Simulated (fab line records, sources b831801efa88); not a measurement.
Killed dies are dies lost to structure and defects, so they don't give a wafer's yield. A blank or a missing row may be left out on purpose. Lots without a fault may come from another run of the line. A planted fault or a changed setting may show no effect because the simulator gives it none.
fab line records | flow sky130
record lots=13 wafers=39 last_day=50
route steps=708 shown GATE_OXIDE@197 POLY_GATE@205 RES_PROTECT@214 LDD_N@253 PAD_OPEN@708
lots that met no fault: from a run of the same line without faults
start_h: hours from the record's first day to the start of the lot's first wafer shown | wait_h: hours since the lot's step before | " the same as in the row above | L1.1+2: a row that stands for several wafers | - no value, or no start given | * or withheld: withheld | < > ~ a bound
route shown NAME@n: a module of which the file shows steps, and the number in the route of the first | usual: mean/standard deviation of fault-free wafers | same: alike in all rows | chamber/n: place in a boat | sites: the reading at each site | _std_site: their standard deviation | _edge_site: outer sites' mean less inner sites' | radius_mm: how far each site lies from the wafer's centre | mask NAME#n: copy n | behind: the tool/chamber that last shaped the wafer | hold: why the lot was held/for how many hours/how that ended | device: the transistor (n, p or np) that didn't switch | end of line: the same wafers' tests at the end of the route | a step without rows: its recipe alone | killed: dies lost to structure and defects at the first sort, not the wafer's yield | map: a wafer's dies, x killed, . not, _ none there
set.NAME: the setting as run; set.NAME@STEP: as run at that earlier step | model.NAME: the simulator's own value behind a step, which no gauge read
steps of the route over a sample of lots; a table a step, a row a wafer
services: from which hour (start_h, from the record's first day; less than 0 if before it) a tool's chamber was out of use, for how many hours, and why
## steps
# step SKY_GATE_OXIDE_OVL_MEAS_10
# usual GATE_OXIDE_OVL=-0.3/1.4
# columns lot.wafer tool chamber start_h wait_h GATE_OXIDE_OVL[nm]
L410.1 overlay-01 - 307.13 0.1 1.3
L410.3 " - " " 0.7
L410.4 " - " " 0.9
L411.1 overlay-01 - 318.12 0.1 1.1
L411.2 " - " " 0.9
L411.5 " - " " 0.1
L413.1 overlay-02 - 334.80 0.1 -0.7
L413.3 " - " " -0.9
L413.5 " - " " -0.9
L416.3 overlay-02 - 358.81 0.1 0.5
L416.4 " - " " -2.7
L416.5 " - " " -1.4
L418.1 overlay-01 - 379.25 0.1 -0.8
L418.2 " - " " 0.2
L418.6 " - " " 0.0
L425.1 overlay-01 - 432.00 0.1 0.3
L425.3 " - " " -0.5
L425.6 " - " " -0.3
L427.1 overlay-02 - 462.12 0.1 0.4
L427.2 " - " " -1.2
L427.4 " - " " 1.2
L429.2 overlay-01 - 466.30 0.1 -1.4
L429.4 " - " " -0.6
L429.5 " - " " -1.0
L428.2 overlay-01 - 466.60 0.1 -1.0
L428.3 " - " " -1.0
L428.4 " - " " -0.8
L430.4 overlay-02 - 474.51 0.1 1.2
L430.5 " - " " 2.6
L430.6 " - " " -0.5
L431.1 overlay-02 - 485.13 0.1 3.1
L431.5 " - " " -0.3
L431.6 " - " " 0.5
L432.1 overlay-01 - 497.17 0.1 -1.9
L432.2 " - " " -1.7
L432.4 " - " " -3.7
L433.3 overlay-02 - 501.01 0.1 2.7
L433.4 " - " " 0.6
L433.5 " - " " 0.0
# step SKY_POLY_GATE_THK_MEAS_01
# recipe reads=poly-Si_of_POLY_GATE_CVD_00
# usual POLY_GATE_CVD_00_THK=180.7/1.7
# columns lot.wafer tool chamber start_h wait_h POLY_GATE_CVD_00_THK[nm]
L410.1 film_metro-02 - 319.81 0.0 178.5
L410.3 " - " " 178.8
L410.4 " - " " 180.7
L411.1 film_metro-02 - 324.20 0.0 181.2
L411.2 " - " " 181.7
L411.5 " - " " 182.8
L413.1 film_metro-02 - 339.71 0.0 182.9
L413.3 " - " " 183.6
L413.5 " - " " 183.7
L416.3 film_metro-03 - 363.44 0.0 181.3
L416.4 " - " " 182.0
L416.5 " - " " 179.8
L418.1 film_metro-01 - 382.74 0.0 180.7
L418.2 " - " " 183.4
L418.6 " - " " 182.1
L425.1 film_metro-02 - 435.74 0.0 179.1
L425.3 " - " " 179.1
L425.6 " - " " 181.4
L427.1 film_metro-02 - 469.70 0.0 181.3
L427.2 " - " " 180.6
L427.4 " - " " 180.1
L429.2 film_metro-02 - 469.77 0.1 179.5
L429.4 " - " " 180.4
L429.5 " - " " 180.1
L428.2 film_metro-02 - 470.89 0.0 181.5
L428.3 " - " " 182.0
L428.4 " - " " 183.4
L430.4 film_metro-01 - 478.53 0.0 178.2
L430.5 " - " " 177.9
L430.6 " - " " 177.7
L431.1 film_metro-01 - 488.36 0.0 179.7
L431.5 " - " " 178.3
L431.6 " - " " 179.1
L432.1 film_metro-03 - 500.55 0.0 179.4
L432.2 " - " " 181.3
L432.4 " - " " 179.9
L433.3 film_metro-02 - 504.25 0.0 180.4
L433.4 " - " " 178.3
L433.5 " - " " 179.6
# step SKY_RES_PROTECT_STRIP_07
# recipe chemistry=O2/N2 power_w=1400 pressure_mtorr=1500 platen_temp_c=withheld o2_flow_sccm=3000 n2_flow_sccm=300 overash_fraction=0.5
# usual drypump_motor_current_A=6.0/0.38 oes_product_au=0.517/0.0047 strip_time_to_endpoint_s=23.29/0.04
# columns lot.wafer tool chamber start_h wait_h drypump_motor_current_A oes_product_au rf_hours_counter_h strip_time_to_endpoint_s
L410.1 plasma_asher-03 1 346.30 0.1 6.1 0.526 50 23.25
L410.3 " 0 " " 6.5 0.519 - 23.22
L410.4 " 1 " " 6.1 0.524 - 23.23
L411.1 plasma_asher-01 1 350.80 0.1 6.0 0.518 67 23.29
L411.2 " 0 " " 5.1 0.510 67 23.30
L411.5 " 0 " " 5.1 0.517 - 23.29
L413.1 plasma_asher-02 1 367.85 0.1 6.2 0.522 22 23.32
L413.3 " 0 " " 6.0 0.520 - 23.32
L413.5 " 1 " " 6.2 0.519 - 23.32
L416.3 plasma_asher-02 0 392.48 0.1 6.0 0.521 - 23.34
L416.4 " 1 " " 6.2 0.512 - 23.34
L416.5 " 0 " " 5.9 0.521 - 23.33
L418.1 plasma_asher-01 1 411.37 0.1 6.1 0.525 72 23.39
L418.2 " 0 " " 5.1 0.520 72 23.38
L418.6 " 1 " " 6.1 0.515 - 23.35
L425.1 plasma_asher-01 1 466.15 0.1 6.0 0.525 78 23.34
L425.3 " 1 " " 6.1 0.517 - 23.29
L425.6 " 1 " " 6.1 0.518 - 23.32
L427.1 plasma_asher-03 1 500.55 0.1 6.1 0.507 67 23.24
L427.2 " 0 " " 6.5 0.524 67 23.24
L427.4 " 0 " " 6.5 0.507 - 23.24
L429.2 plasma_asher-02 0 501.05 0.1 6.0 0.516 35 23.25
L429.4 " 1 " " 6.2 0.518 - 23.28
L429.5 " 0 " " 6.0 0.519 - 23.25
L428.2 plasma_asher-02 1 501.67 0.1 6.2 0.528 35 23.32
L428.3 " 1 " " 6.1 0.530 - 23.34
L428.4 " 0 " " 6.0 0.529 - 23.30
L430.4 plasma_asher-03 0 509.48 0.1 6.5 0.509 - 23.27
L430.5 " 1 " " 6.1 0.512 - 23.31
L430.6 " 0 " " 6.5 0.521 - 23.27
L431.1 plasma_asher-02 1 520.35 0.1 6.2 0.517 37 23.35
L431.5 " 1 " " 6.2 0.515 - 23.28
L431.6 " 0 " " 6.0 0.518 - 23.29
L432.1 plasma_asher-03 1 530.65 0.1 6.1 0.513 70 23.33
L432.2 " 0 " " 6.5 0.521 70 23.31
L432.4 " 0 " " 6.5 0.523 - 23.29
L433.3 plasma_asher-01 0 534.83 0.1 5.1 0.517 - 23.27
L433.4 " 1 " " 6.0 0.515 - 23.28
L433.5 " 0 " " 5.1 0.518 - 23.31
# step SKY_LDD_N_STRIP_16
# recipe chemistry=O2/N2 power_w=1400 pressure_mtorr=1500 platen_temp_c=withheld o2_flow_sccm=3000 n2_flow_sccm=300 overash_fraction=0.5
# usual drypump_motor_current_A=5.8/0.44 oes_product_au=0.406/0.0051 strip_time_to_endpoint_s=4.315/0.013
# columns lot.wafer tool chamber start_h wait_h drypump_motor_current_A oes_product_au rf_hours_counter_h strip_time_to_endpoint_s
L410.1 plasma_asher-01 0 409.99 0.1 5.1 0.401 72 4.291
L410.3 " 1 " " 6.1 0.408 - 4.303
L410.4 " 0 " " 5.1 0.403 - 4.305
L411.1 plasma_asher-01 1 415.44 0.1 6.1 0.413 73 4.291
L411.2 " 0 " " 5.2 0.408 73 4.305
L411.5 " 0 " " 5.1 0.411 - 4.287
L413.1 plasma_asher-01 1 435.91 0.1 6.0 0.408 75 4.328
L413.3 " 1 " " 6.0 0.397 - 4.345
L413.5 " 1 " " 6.1 0.408 - 4.327
L416.3 plasma_asher-04 0 460.97 0.1 5.9 0.410 - 4.318
L416.4 " 1 " " 6.3 0.415 - 4.328
L416.5 " 0 " " 5.9 0.403 - 4.297
L418.1 plasma_asher-01 1 477.13 0.1 6.0 0.903 79 -
L418.2 " 0 " " 5.1 0.904 79 -
L418.6 " 0 " " 5.1 0.894 - -
L425.1 plasma_asher-01 1 532.26 0.1 6.1 0.417 84 4.321
L425.3 " 1 " " 6.1 0.411 - 4.323
L425.6 " 1 " " 6.1 0.419 - 4.319
L427.1 plasma_asher-02 0 565.73 0.1 6.0 0.406 41 4.329
L427.2 " 1 " " 6.2 0.405 41 4.303
L427.4 " 1 " " 6.2 0.400 - 4.311
L428.2 plasma_asher-01 1 566.96 0.1 6.0 0.413 88 4.329
L428.3 " 1 " " 6.1 0.407 - 4.316
L428.4 " 0 " " 5.1 0.402 - 4.324
L429.2 plasma_asher-01 0 567.33 0.1 5.1 0.407 88 4.320
L429.4 " 1 " " 6.0 0.408 - 4.316
L429.5 " 0 " " 5.1 0.388 - 4.310
L430.4 plasma_asher-01 0 573.96 0.1 5.1 0.408 - 4.336
L430.5 " 0 " " 5.1 0.404 - 4.333
L430.6 " 1 " " 6.0 0.406 - 4.302
L431.1 plasma_asher-01 1 584.26 0.1 6.0 0.399 90 4.332
L431.5 " 1 " " 6.0 0.401 - 4.326
L431.6 " 0 " " 5.1 0.408 - 4.320
L432.1 plasma_asher-01 0 594.26 0.1 5.1 0.402 91 4.321
L432.2 " 1 " " 6.1 0.395 91 4.318
L432.4 " 1 " " 6.1 0.409 - 4.322
L433.3 plasma_asher-04 1 600.40 0.1 6.3 0.409 - 4.305
L433.4 " 0 " " 5.9 0.402 - 4.305
L433.5 " 1 " " 6.3 0.404 - 4.312
# step SKY_PAD_OPEN_PROBE_99
# usual killed_at_M0_to_M3=45/7 killed_at_M4_up=3.4/1.8 killed_at_contacts=24/5.4 killed_at_front_end=16/4.8 killed_at_other=0.4/0.62 killed_dies=89/10 killed_open=48/7.2 killed_short=40/6.3
# same gross_dies=492 killed_at_back_side=0
# columns lot.wafer tool chamber start_h wait_h killed_at_M0_to_M3 killed_at_M4_up killed_at_contacts killed_at_front_end killed_at_other killed_dies killed_open killed_short
L410.1 prober-02 - 1079.46 0.1 36 2 24 16 0 78 51 27
L410.3 prober-02 - 1079.56 0.2 36 2 25 12 0 75 42 33
L410.4 prober-02 - 1079.61 0.2 31 4 33 8 2 78 40 37
L411.1 prober-01 - 1081.42 0.1 47 1 27 8 0 83 48 35
L411.2 prober-01 - 1081.47 0.1 35 3 15 15 0 68 37 30
L411.5 prober-01 - 1081.62 0.2 40 4 26 23 1 94 35 59
L413.1 prober-01 - 1094.61 0.1 39 2 34 14 1 90 46 43
L413.3 prober-01 - 1094.71 0.2 39 6 22 13 1 81 45 35
L413.5 prober-01 - 1094.81 0.2 35 1 26 20 0 82 48 33
L416.3 prober-02 - 1112.98 0.2 51 6 25 20 0 102 60 41
L416.4 prober-02 - 1113.03 0.2 47 2 21 30 0 100 52 48
L416.5 prober-02 - 1113.08 0.2 49 5 26 12 0 92 56 35
L418.1 prober-02 - 1122.82 0.1 45 8 29 16 1 99 45 52
L418.2 prober-02 - 1122.87 0.1 35 4 26 11 2 78 44 32
L418.6 prober-02 - 1123.07 0.2 31 3 32 17 1 84 48 35
L425.1 prober-01 - 1155.92 0.1 45 2 31 19 0 97 63 34
L425.3 prober-01 - 1156.02 0.2 54 4 18 15 0 91 46 44
L425.6 prober-01 - 1156.17 0.2 46 1 38 9 0 94 56 38
L427.1 prober-01 - 1176.77 0.1 52 5 32 13 0 102 58 44
L427.2 prober-01 - 1176.82 0.1 49 4 23 29 0 105 56 49
L427.4 prober-01 - 1176.92 0.2 44 5 17 15 2 83 51 30
L429.2 prober-02 - 1178.01 0.1 40 2 21 9 1 73 43 30
L429.4 prober-02 - 1178.11 0.2 39 3 25 26 0 93 47 46
L429.5 prober-02 - 1178.16 0.2 45 4 19 7 0 75 37 38
L428.2 prober-01 - 1178.47 0.1 41 2 13 14 0 70 36 33
L428.3 prober-01 - 1178.52 0.2 50 3 22 14 0 89 51 37
L428.4 prober-01 - 1178.57 0.2 41 5 22 7 0 75 41 33
L430.4 prober-02 - 1180.89 0.2 49 2 25 14 1 91 48 43
L430.5 prober-02 - 1180.94 0.2 49 5 26 14 0 94 44 50
L430.6 prober-02 - 1180.99 0.2 48 3 26 11 1 89 39 50
L431.1 prober-01 - 1188.09 0.1 57 1 38 11 0 107 61 45
L431.5 prober-01 - 1188.29 0.2 50 3 19 16 0 88 47 41
L431.6 prober-01 - 1188.34 0.2 32 3 25 21 0 81 38 43
L432.1 prober-02 - 1193.86 0.1 32 4 12 19 0 67 36 31
L432.2 prober-02 - 1193.91 0.1 35 4 31 11 2 83 40 41
L432.4 prober-02 - 1194.01 0.2 40 6 20 15 2 83 45 37
L433.3 prober-01 - 1196.27 0.2 45 5 20 13 0 83 44 39
L433.4 prober-01 - 1196.32 0.2 47 1 30 14 0 92 54 38
L433.5 prober-01 - 1196.37 0.2 37 6 24 16 0 83 47 36
# killed by level:class
L410.1 CONTACT:geometric_particle:open=12 VIA2:geometric_particle:open=9 LI_CONTACT:geometric_particle:open=7 VIA1:geometric_particle:open=7 VIA3:geometric_particle:open=5 FIELD_ISO:geometric_particle:short=4 VIA1:geometric_particle:short=4 METAL2:geometric_particle:short=4
L410.3 CONTACT:geometric_particle:open=11 VIA2:geometric_particle:open=7 VIA1:geometric_particle:open=6 LI_CONTACT:geometric_particle:open=5 CONTACT:geometric_particle:short=5 METAL1:geometric_particle:short=5 POLY_GATE:geometric_particle:open=3 POLY_GATE:geometric_particle:short=3
L410.4 LI_CONTACT:geometric_particle:open=9 CONTACT:geometric_particle:open=8 CONTACT:geometric_particle:short=8 METAL2:geometric_particle:short=7 VIA1:geometric_particle:open=7 LOCAL_INTERCONNECT:geometric_particle:short=6 VIA2:geometric_particle:open=5 SPACER:geometric_particle:open=4
L411.1 CONTACT:geometric_particle:open=11 VIA1:geometric_particle:open=10 VIA2:geometric_particle:open=9 VIA1:geometric_particle:short=8 LOCAL_INTERCONNECT:geometric_particle:short=6 LI_CONTACT:geometric_particle:open=5 VIA3:geometric_particle:open=5 FIELD_ISO:geometric_particle:open=3
L411.2 VIA1:geometric_particle:open=9 CONTACT:geometric_particle:open=7 VIA2:geometric_particle:open=6 METAL1:geometric_particle:short=5 POLY_GATE:geometric_particle:short=4 METAL2:geometric_particle:short=4 VIA2:geometric_particle:short=4 FIELD_ISO:geometric_particle:open=3
L411.5 FIELD_ISO:geometric_particle:short=11 CONTACT:geometric_particle:open=8 METAL1:geometric_particle:short=7 VIA3:geometric_particle:open=7 POLY_GATE:geometric_particle:short=5 LOCAL_INTERCONNECT:geometric_particle:short=5 LI_CONTACT:geometric_particle:open=5 VIA1:geometric_particle:open=5
L413.1 LI_CONTACT:geometric_particle:open=16 VIA1:geometric_particle:open=8 VIA1:geometric_particle:short=8 CONTACT:geometric_particle:open=7 VIA3:geometric_particle:open=7 FIELD_ISO:geometric_particle:short=5 FIELD_ISO:geometric_particle:open=5 LOCAL_INTERCONNECT:geometric_particle:short=5
L413.3 VIA1:geometric_particle:open=10 CONTACT:geometric_particle:open=9 VIA3:geometric_particle:open=8 METAL1:geometric_particle:short=7 METAL4:geometric_particle:short=5 FIELD_ISO:geometric_particle:short=4 CONTACT:geometric_particle:short=4 VIA2:geometric_particle:open=4
L413.5 CONTACT:geometric_particle:open=9 LI_CONTACT:geometric_particle:open=8 VIA3:geometric_particle:open=8 VIA1:geometric_particle:open=7 FIELD_ISO:geometric_particle:open=6 POLY_GATE:geometric_particle:open=4 CONTACT:geometric_particle:short=4 METAL2:geometric_particle:short=4
L416.3 CONTACT:geometric_particle:open=13 VIA3:geometric_particle:open=11 VIA1:geometric_particle:open=10 METAL2:geometric_particle:short=6 VIA2:geometric_particle:open=6 POLY_GATE:geometric_particle:open=5 METAL1:geometric_particle:short=5 METAL3:geometric_particle:short=5
L416.4 VIA1:geometric_particle:open=12 POLY_GATE:geometric_particle:short=11 POLY_GATE:geometric_particle:open=8 LI_CONTACT:geometric_particle:open=8 VIA2:geometric_particle:short=6 VIA3:geometric_particle:open=6 CONTACT:geometric_particle:open=5 FIELD_ISO:geometric_particle:short=4
L416.5 CONTACT:geometric_particle:open=14 VIA1:geometric_particle:open=14 VIA2:geometric_particle:open=10 METAL1:geometric_particle:short=8 METAL2:geometric_particle:short=7 CONTACT:geometric_particle:short=6 LI_CONTACT:geometric_particle:open=5 FIELD_ISO:geometric_particle:open=3
L418.1 VIA1:geometric_particle:open=12 VIA3:geometric_particle:open=9 LOCAL_INTERCONNECT:geometric_particle:short=8 CONTACT:geometric_particle:short=6 METAL3:geometric_particle:short=6 METAL4:geometric_particle:short=6 FIELD_ISO:geometric_particle:open=5 LI_CONTACT:geometric_particle:short=5
L418.2 CONTACT:geometric_particle:open=11 VIA1:geometric_particle:open=11 LI_CONTACT:geometric_particle:open=8 METAL1:geometric_particle:short=8 METAL2:geometric_particle:short=6 FIELD_ISO:geometric_particle:short=3 POLY_GATE:geometric_particle:short=3 LI_CONTACT:geometric_particle:short=3
L418.6 CONTACT:geometric_particle:open=13 LOCAL_INTERCONNECT:geometric_particle:short=8 VIA1:geometric_particle:open=7 LI_CONTACT:geometric_particle:open=7 FIELD_ISO:geometric_particle:open=5 METAL1:geometric_particle:short=5 POLY_GATE:geometric_particle:short=4 METAL2:geometric_particle:short=4
L425.1 VIA1:geometric_particle:open=13 CONTACT:geometric_particle:open=11 LI_CONTACT:geometric_particle:open=9 VIA3:geometric_particle:open=8 FIELD_ISO:geometric_particle:short=7 VIA2:geometric_particle:open=7 FIELD_ISO:geometric_particle:open=5 VIA1:geometric_particle:short=5
L425.3 VIA1:geometric_particle:short=10 VIA1:geometric_particle:open=9 VIA2:geometric_particle:open=7 VIA3:geometric_particle:open=6 CONTACT:geometric_particle:open=6 METAL1:geometric_particle:short=6 LI_CONTACT:geometric_particle:open=5 METAL2:geometric_particle:short=5
L425.6 LI_CONTACT:geometric_particle:open=15 VIA1:geometric_particle:open=11 VIA3:geometric_particle:open=9 CONTACT:geometric_particle:open=7 LOCAL_INTERCONNECT:geometric_particle:short=7 VIA2:geometric_particle:open=5 METAL2:geometric_particle:short=5 LI_CONTACT:geometric_particle:short=4
L427.1 VIA1:geometric_particle:open=15 LOCAL_INTERCONNECT:geometric_particle:short=9 VIA3:geometric_particle:open=8 CONTACT:geometric_particle:open=7 METAL1:geometric_particle:short=7 LI_CONTACT:geometric_particle:open=6 VIA2:geometric_particle:open=6 POLY_GATE:geometric_particle:open=5
L427.2 VIA1:geometric_particle:open=13 LOCAL_INTERCONNECT:geometric_particle:short=9 FIELD_ISO:geometric_particle:open=7 POLY_GATE:geometric_particle:open=7 VIA1:geometric_particle:short=7 METAL2:geometric_particle:short=7 FIELD_ISO:geometric_particle:short=6 VIA2:geometric_particle:short=6
L427.4 VIA1:geometric_particle:open=13 VIA2:geometric_particle:open=9 CONTACT:geometric_particle:open=8 VIA3:geometric_particle:open=5 METAL1:geometric_particle:short=5 POLY_GATE:geometric_particle:open=4 POLY_GATE:geometric_particle:short=4 LI_CONTACT:geometric_particle:open=3
L429.2 CONTACT:geometric_particle:open=11 VIA1:geometric_particle:open=8 VIA2:geometric_particle:open=7 METAL2:geometric_particle:short=6 VIA3:geometric_particle:open=5 LOCAL_INTERCONNECT:geometric_particle:short=4 METAL1:geometric_particle:short=4 VIA2:geometric_particle:short=4
L429.4 CONTACT:geometric_particle:open=10 FIELD_ISO:geometric_particle:short=9 VIA2:geometric_particle:open=8 POLY_GATE:geometric_particle:open=6 VIA1:geometric_particle:open=6 METAL1:geometric_particle:short=6 LI_CONTACT:geometric_particle:short=5 METAL2:geometric_particle:short=5
L429.5 METAL1:geometric_particle:short=9 CONTACT:geometric_particle:open=8 VIA1:geometric_particle:open=7 VIA1:geometric_particle:short=6 CONTACT:geometric_particle:short=5 VIA3:geometric_particle:open=5 FIELD_ISO:geometric_particle:open=4 METAL3:geometric_particle:short=4
L428.2 VIA1:geometric_particle:open=12 VIA2:geometric_particle:open=6 VIA3:geometric_particle:short=5 LI_CONTACT:geometric_particle:open=4 CONTACT:geometric_particle:open=4 METAL1:geometric_particle:short=4 FIELD_ISO:geometric_particle:open=3 POLY_GATE:geometric_particle:open=3
L428.3 VIA1:geometric_particle:open=12 CONTACT:geometric_particle:open=9 VIA2:geometric_particle:open=8 VIA1:geometric_particle:short=6 VIA3:geometric_particle:open=6 METAL2:geometric_particle:short=5 POLY_GATE:geometric_particle:open=4 POLY_GATE:geometric_particle:short=4
L428.4 VIA1:geometric_particle:open=17 CONTACT:geometric_particle:open=8 LOCAL_INTERCONNECT:geometric_particle:short=6 VIA1:geometric_particle:short=6 FIELD_ISO:geometric_particle:open=5 VIA3:geometric_particle:open=5 METAL4:geometric_particle:short=4 VIA3:geometric_particle:short=4
L430.4 FIELD_ISO:geometric_particle:open=8 METAL2:geometric_particle:short=8 VIA2:geometric_particle:open=8 LI_CONTACT:geometric_particle:open=7 LOCAL_INTERCONNECT:geometric_particle:short=6 VIA1:geometric_particle:open=6 VIA3:geometric_particle:open=6 CONTACT:geometric_particle:short=5
L430.5 METAL2:geometric_particle:short=9 VIA1:geometric_particle:open=8 LI_CONTACT:geometric_particle:open=7 CONTACT:geometric_particle:open=7 VIA2:geometric_particle:open=6 METAL3:geometric_particle:short=6 LOCAL_INTERCONNECT:geometric_particle:short=5 VIA1:geometric_particle:short=5
L430.6 CONTACT:geometric_particle:open=9 METAL2:geometric_particle:short=7 VIA1:geometric_particle:short=7 VIA1:geometric_particle:open=7 VIA2:geometric_particle:open=7 VIA3:geometric_particle:open=7 LI_CONTACT:geometric_particle:open=6 LOCAL_INTERCONNECT:geometric_particle:short=6
L431.1 CONTACT:geometric_particle:open=15 VIA1:geometric_particle:open=12 METAL1:geometric_particle:short=10 VIA3:geometric_particle:open=10 LI_CONTACT:geometric_particle:open=7 METAL2:geometric_particle:short=7 VIA2:geometric_particle:open=7 CONTACT:geometric_particle:short=6
L431.5 VIA1:geometric_particle:open=13 VIA1:geometric_particle:short=7 LI_CONTACT:geometric_particle:open=7 METAL1:geometric_particle:short=7 FIELD_ISO:geometric_particle:open=6 VIA2:geometric_particle:open=6 FIELD_ISO:geometric_particle:short=5 CONTACT:geometric_particle:open=5
L431.6 CONTACT:geometric_particle:open=13 VIA1:geometric_particle:open=7 CONTACT:geometric_particle:short=6 VIA2:geometric_particle:open=6 METAL2:geometric_particle:short=6 FIELD_ISO:geometric_particle:short=5 SPACER:geometric_particle:short=5 METAL1:geometric_particle:short=5
L432.1 VIA1:geometric_particle:open=9 VIA1:geometric_particle:short=5 FIELD_ISO:geometric_particle:open=4 POLY_GATE:geometric_particle:open=4 LOCAL_INTERCONNECT:geometric_particle:short=4 CONTACT:geometric_particle:open=4 METAL1:geometric_particle:open=4 METAL2:geometric_particle:short=4
L432.2 CONTACT:geometric_particle:open=8 LI_CONTACT:geometric_particle:open=7 VIA3:geometric_particle:open=7 LOCAL_INTERCONNECT:geometric_particle:short=6 CONTACT:geometric_particle:short=6 METAL2:geometric_particle:short=5 VIA2:geometric_particle:open=5 POLY_GATE:geometric_particle:open=4
L432.4 VIA3:geometric_particle:open=12 CONTACT:geometric_particle:open=8 VIA1:geometric_particle:open=7 POLY_GATE:geometric_particle:open=5 LI_CONTACT:geometric_particle:open=5 CONTACT:geometric_particle:short=4 METAL1:geometric_particle:short=4 VIA3:geometric_particle:short=4
L433.3 VIA1:geometric_particle:open=10 LI_CONTACT:geometric_particle:open=8 VIA2:geometric_particle:open=7 VIA2:geometric_particle:short=6 CONTACT:geometric_particle:open=5 VIA1:geometric_particle:short=5 FIELD_ISO:geometric_particle:short=4 METAL2:geometric_particle:short=4
L433.4 CONTACT:geometric_particle:open=13 VIA1:geometric_particle:open=12 VIA2:geometric_particle:open=10 CONTACT:geometric_particle:short=7 VIA1:geometric_particle:short=6 LI_CONTACT:geometric_particle:open=5 VIA3:geometric_particle:open=5 FIELD_ISO:geometric_particle:short=4
L433.5 VIA1:geometric_particle:open=14 CONTACT:geometric_particle:open=7 CONTACT:geometric_particle:short=7 FIELD_ISO:geometric_particle:open=6 LI_CONTACT:geometric_particle:open=5 METAL4:geometric_particle:short=5 POLY_GATE:geometric_particle:short=4 VIA2:geometric_particle:open=4
## services
# columns tool chamber start_h hours kind
plasma_asher-02 - 338.63 8.5 repair
plasma_asher-02 - 373.13 2.5 repair
plasma_asher-04 - 402.15 2.4 repair
plasma_asher-04 - 421.25 9.0 pm
plasma_asher-04 0 421.25 9.0 vent_cycle
plasma_asher-04 1 421.25 9.0 vent_cycle
plasma_asher-02 - 425.61 2.9 repair
plasma_asher-04 0 430.25 - clean
plasma_asher-04 1 430.25 - clean
plasma_asher-04 - 441.50 1.0 repair
plasma_asher-01 - 446.61 1.3 repair
plasma_asher-04 - 477.43 4.0 pm
plasma_asher-01 - 502.01 3.6 repair
plasma_asher-01 - 516.94 0.4 repair
plasma_asher-02 - 598.25 2.5 repair
## key
first_sign step=SKY_LDD_N_STRIP_16 reading=oes_product_au direction=up sigmas=96 usual=0.406 struck=0.900
effect none on later readings
met_at SKY_LDD_N_STRIP_16
struck_lots L418
tester_left_out L418
not_acting_at SKY_GATE_OXIDE_OVL_MEAS_10,SKY_POLY_GATE_THK_MEAS_01,SKY_RES_PROTECT_STRIP_07
onset_between 435.91 477.13
fault kind=strip_aborted tool=plasma_asher-01 chamber=- onset_h=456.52 steps=SKY_LDD_N_STRIP_16 offset=0.74049 end_h=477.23
# tester_left_out: of these lots the tester's yield and bins aren't shown, on N5 and GAA mostly nor the transistor test; their killed dies are dies lost to structure and defects alone, not to doping, threshold or leakage, so they don't give the yield
